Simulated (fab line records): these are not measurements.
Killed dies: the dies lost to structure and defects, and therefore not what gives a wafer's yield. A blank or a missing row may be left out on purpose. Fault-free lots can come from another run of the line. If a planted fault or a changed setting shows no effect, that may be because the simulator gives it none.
Comparing a struck lot with a sound one || flow sky130 || 38 steps out of a route of 708
Sound: these wafers, L482.2, L482.3, L482.5. The struck wafers were L495.3, L495.4, L495.6. The cause comes at the end.
Order at every step that has rows: each side's tool, ch and its chambers, its first start. Under that, the readings that differ: sound wafers || struck wafers || difference of the means || sigmas: that difference in standard deviations of wafers without a fault.
alike: same words and numbers on both sides, and readings whose means sit less than 2 such deviations apart. not compared: any withheld reading, any reading some wafer has no value for, any bound like >300 that may hide the same value, and any number with overlapping values for which the record gives no deviation.
Wherever a step has rows on one side only, a row that says differs or no value, or a row with sigmas, the two part there. Numbers that have no deviation but don't overlap get no sigmas and don't part them. A reading missing from all wafers of one side parts the sides only when that side holds two or more wafers.

first, 10 steps without rows for these wafers: SKY_RES_PROTECT_DEHYDRATE_00 (time 60 s); SKY_RES_PROTECT_HMDS_01 (prime time 60 s); SKY_RES_PROTECT_COAT_02 (resist thk 1140 nm); SKY_RES_PROTECT_SOFTBAKE_03 (time 60 s); SKY_RES_PROTECT_EXPOSE_04 (exposes mask RPM, target cd 1270 nm); SKY_RES_PROTECT_PEB_05; SKY_RES_PROTECT_DEVELOP_06 (develop time 60 s); SKY_POLY_GATE_IMPLANT_02; SKY_RES_PROTECT_STRIP_07 (strips in O2/N2); SKY_RES_PROTECT_CLEAN_09 (cleans in SC1/SC2, time 150 s).
SKY_POLY_GATE_CVD_03: deposits Si3N4 from DCS/NH3, target thk 75 nm, time 1290 s.
  sound on lpcvd-02 ch 1, day 15 22:34; struck on lpcvd-02 ch 0, day 20 15:47
{"reading": "model.Si3N4_of_POLY_GATE_CVD_03.thkNm (nm)", "sound": "76.59 76.22 75.68", "struck": "110.1 110.1 109.9", "difference": "+33.9", "sigmas": ""}
  alike: zonePowerBottomPct
SKY_POLY_GATE_THK_MEAS_04:
  struck on filmMetro-01, day 20 17:10; sound on filmMetro-01, day 15 23:56
{"reading": "POLY_GATE_CVD_03_THK (nm)", "sound": "76.6 76.3 75.7", "struck": "110.1 110.2 109.9", "difference": "+33.9", "sigmas": "+56"}
then, 9 steps without rows for these wafers: SKY_POLY_GATE_DEHYDRATE_05 (time 60 s); SKY_POLY_GATE_HMDS_06 (prime time 60 s); SKY_POLY_GATE_COAT_07 (resist thk 110 nm); SKY_POLY_GATE_COAT_08 (resist thk 450 nm); SKY_POLY_GATE_SOFTBAKE_09 (time 90 s); SKY_POLY_GATE_EXPOSE_10 (exposes mask P1M, target cd 150 nm); SKY_POLY_GATE_PEB_11; SKY_POLY_GATE_DEVELOP_12 (develop time 60 s); SKY_POLY_GATE_ETCH_15 (etches BARC in N2/H2, stops on SiO2, time 118.5 s, target depth 110 nm).
SKY_POLY_GATE_ETCH_16: etches Si3N4 in CH3F/O2, stops on poly-Si, time 147.5 s, target depth 75 nm.
  sound on rieDiel-02 ch 0,1,3, day 17 03:06; struck on rieDiel-02 ch 0,1, day 21 23:47
{"reading": "oesProductAu (a.u.)", "sound": "0.654 0.647 0.648", "struck": "0.762 0.757 0.757", "difference": "+0.109", "sigmas": "+22"}
{"reading": "model.etch.depthNm (nm)", "sound": "76.59 76.22 75.68", "struck": "110.1 110.1 109.9", "difference": "+33.9", "sigmas": ""}
  alike: drypumpMotorCurrentA, throttleValvePct
  not compared: rfHoursCounterH
then, 13 steps without rows for these wafers: SKY_POLY_GATE_ETCH_17 (etches poly-Si in HBr/Cl2, stops on SiO2, target depth 180 nm, time 70.5 s); SKY_POLY_GATE_STRIP_18 (strips in O2/N2); SKY_POLY_GATE_CLEAN_19 (cleans in SC1/SC2, time 150 s); SKY_POLY_GATE_OXIDATION_20 (stabilise 600 s, purge 300 s, target thk 4 nm); SKY_LDD_N_DEHYDRATE_00 (time 60 s); SKY_LDD_N_HMDS_01 (prime time 60 s); SKY_LDD_N_COAT_02 (resist thk 300 nm); SKY_LDD_N_SOFTBAKE_03 (time 60 s); SKY_LDD_N_EXPOSE_04 (exposes mask NTM, target cd 840 nm); SKY_LDD_N_PEB_05; SKY_LDD_N_DEVELOP_06 (develop time 60 s); SKY_LDD_N_IMPLANT_08; SKY_LDD_N_IMPLANT_09.
-- a jump in the record: the struck wafers' starts before and after are 6 days apart (it breaks off in module LDD_N and resumes in module LDD_LDN, where the first step shown is number 303 of the route) --
SKY_LDD_LDN_CLEAN_14: cleans in SC1/SC2, time 150 s.
  sound on wetBench-03 ch 0, day 23 16:14; struck on wetBench-02 ch 0, day 28 10:35
{"reading": "model.Si3N4_of_POLY_GATE_CVD_03.thkNm (nm)", "sound": "76.45 76.08 75.54", "struck": "110 110 109.8", "difference": "+34", "sigmas": ""}
  alike: bathGuardTempC
SKY_POLY_CUT_ETCH_11: etches Si3N4 in CF4/CH2F2/Ar, stops on poly-Si, time 42.5 s, target depth 60 nm.
  sound on rieDiel-03 ch 0,1, day 25 00:24; struck on rieDiel-01 ch 1,2, day 29 16:54
{"reading": "oesProductAu (a.u.)", "sound": "0.837 0.834 0.828", "struck": "0.995 0.993 0.992", "difference": "+0.160", "sigmas": "+29"}
{"reading": "model.POLY_CUT.featureDepthNm (nm)", "sound": "62.96 62.63 62.1", "struck": "84.6 84.61 84.32", "difference": "+21.9", "sigmas": ""}
{"reading": "model.etch.depthNm (nm)", "sound": "62.96 62.63 62.1", "struck": "84.6 84.61 84.32", "difference": "+21.9", "sigmas": ""}
  alike: drypumpMotorCurrentA, throttleValvePct
  not compared: rfHoursCounterH
-- a jump in the record: the struck wafers' starts before and after are 20 days apart (it breaks off in module POLY_CUT and resumes in module PAD_OPEN, where the first step shown is number 708 of the route) --
SKY_PAD_OPEN_PROBE_99:
  struck on prober-02, day 49 23:15; sound on prober-02, day 46 14:14
{"reading": "killedAtFrontEnd", "sound": "11 10 8", "struck": "434 420 426", "difference": "+417", "sigmas": "+97"}
{"reading": "killedDies", "sound": "81 71 79", "struck": "492 489 492", "difference": "+414", "sigmas": "+45"}
{"reading": "killedOnRim", "sound": "11 14 16", "struck": "96 96 96", "difference": "+82", "sigmas": "+20"}
  alike: killed_at_M0_to_M3, killed_at_M4_up, killedAtContacts, killedAtOther, killedOpen, killedShort

== WHERE THEY PART ==
Last at SKY_PAD_OPEN_PROBE_99 as far as this record goes, first at SKY_POLY_GATE_THK_MEAS_04.

WHY: whatever the simulator had introduced
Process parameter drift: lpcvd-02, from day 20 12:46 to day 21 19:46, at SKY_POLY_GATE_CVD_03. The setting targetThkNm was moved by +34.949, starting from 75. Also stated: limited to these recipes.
